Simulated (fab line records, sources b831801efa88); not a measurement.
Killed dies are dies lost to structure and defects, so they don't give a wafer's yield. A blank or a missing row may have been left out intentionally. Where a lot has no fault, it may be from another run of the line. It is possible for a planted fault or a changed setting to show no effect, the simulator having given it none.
What tool caused it? / flow sky130 / 39 wafers from 13 lots sampled at 2 of the route's 708 steps

## WHAT THE GAUGES READ, wafer by wafer
No reading from a measuring or inspecting step in the record can be judged against a usual standard deviation.

## WHICH TOOL RAN EACH LOT (tool, then ch and the chambers of the sampled wafers, then the start)
lot=L706; SKY_RES_PROTECT_EXPOSE_04=ilineStepper-01 ch 0, day 14 18:32; SKY_PAD_OPEN_PROBE_99=-
lot=L708; SKY_RES_PROTECT_EXPOSE_04=ilineStepper-01 ch 0, day 15 02:44; SKY_PAD_OPEN_PROBE_99=-
lot=L712; SKY_RES_PROTECT_EXPOSE_04=ilineStepper-01 ch 0, day 16 12:26; SKY_PAD_OPEN_PROBE_99=-
lot=L713; SKY_RES_PROTECT_EXPOSE_04=ilineStepper-02 ch 0, day 16 20:34; SKY_PAD_OPEN_PROBE_99=-
lot=L714; SKY_RES_PROTECT_EXPOSE_04=ilineStepper-02 ch 0, day 17 09:30; SKY_PAD_OPEN_PROBE_99=-
lot=L715; SKY_RES_PROTECT_EXPOSE_04=ilineStepper-01 ch 0, day 18 00:35; SKY_PAD_OPEN_PROBE_99=-
lot=L718; SKY_RES_PROTECT_EXPOSE_04=ilineStepper-02 ch 0, day 18 14:53; SKY_PAD_OPEN_PROBE_99=-
lot=L719; SKY_RES_PROTECT_EXPOSE_04=ilineStepper-02 ch 0, day 18 22:23; SKY_PAD_OPEN_PROBE_99=-
lot=L720; SKY_RES_PROTECT_EXPOSE_04=ilineStepper-01 ch 0, day 19 09:02; SKY_PAD_OPEN_PROBE_99=prober-01, day 49 03:34
lot=L723; SKY_RES_PROTECT_EXPOSE_04=ilineStepper-01 ch 0, day 21 05:31; SKY_PAD_OPEN_PROBE_99=-
lot=L725; SKY_RES_PROTECT_EXPOSE_04=ilineStepper-01 ch 0, day 21 07:29; SKY_PAD_OPEN_PROBE_99=-
lot=L727; SKY_RES_PROTECT_EXPOSE_04=ilineStepper-01 ch 0, day 21 19:39; SKY_PAD_OPEN_PROBE_99=-
lot=L729; SKY_RES_PROTECT_EXPOSE_04=ilineStepper-01 ch 0, day 22 15:02; SKY_PAD_OPEN_PROBE_99=-
- SKY_RES_PROTECT_EXPOSE_04: exposes mask RPM, target cd 1270 nm.
- SKY_PAD_OPEN_PROBE_99

## AS READ BY THE TOOLS THEMSELVES (means over the sampled wafers that have a number; for cases with no such wafer, the mark the record gives instead)
SKY_PAD_OPEN_PROBE_99.
lot=L720 tool=prober-01 killed_at_M0_to_M3=44 killed_at_M4_up=5.0 killedAtContacts=26 killedAtFrontEnd=11 killedAtOther=0.0 killedDies=86 killedOpen=46 killedShort=40

## THE ANSWER, worked out from the rows above alone
Rule: usual is defined by the lots themselves. The widest of any qualifying gaps counts: lots, ordered by their means at a reading, are off when they make up no more than a third of the lots, leave a main group of 4 or more, and stand apart from it by 3 or more times the standard deviation of that group's means. A main group is skipped when, at the precision printed for the reading in the tables above, its means are all equal. A lot without any number at a reading at which 4 lots or more have one is off too. The other lots that the step has rows for count as sound. First the gauges in route order, then the tools' own readings, where a lot's mean is used as printed above. The first step at which some lot is off is used, and at that step the reading that is off furthest; a lot without a number counts as furthest.
Across all readings shown, no lot is off: no conclusion can be drawn from this.

## WHAT THE SIMULATOR PUT IN
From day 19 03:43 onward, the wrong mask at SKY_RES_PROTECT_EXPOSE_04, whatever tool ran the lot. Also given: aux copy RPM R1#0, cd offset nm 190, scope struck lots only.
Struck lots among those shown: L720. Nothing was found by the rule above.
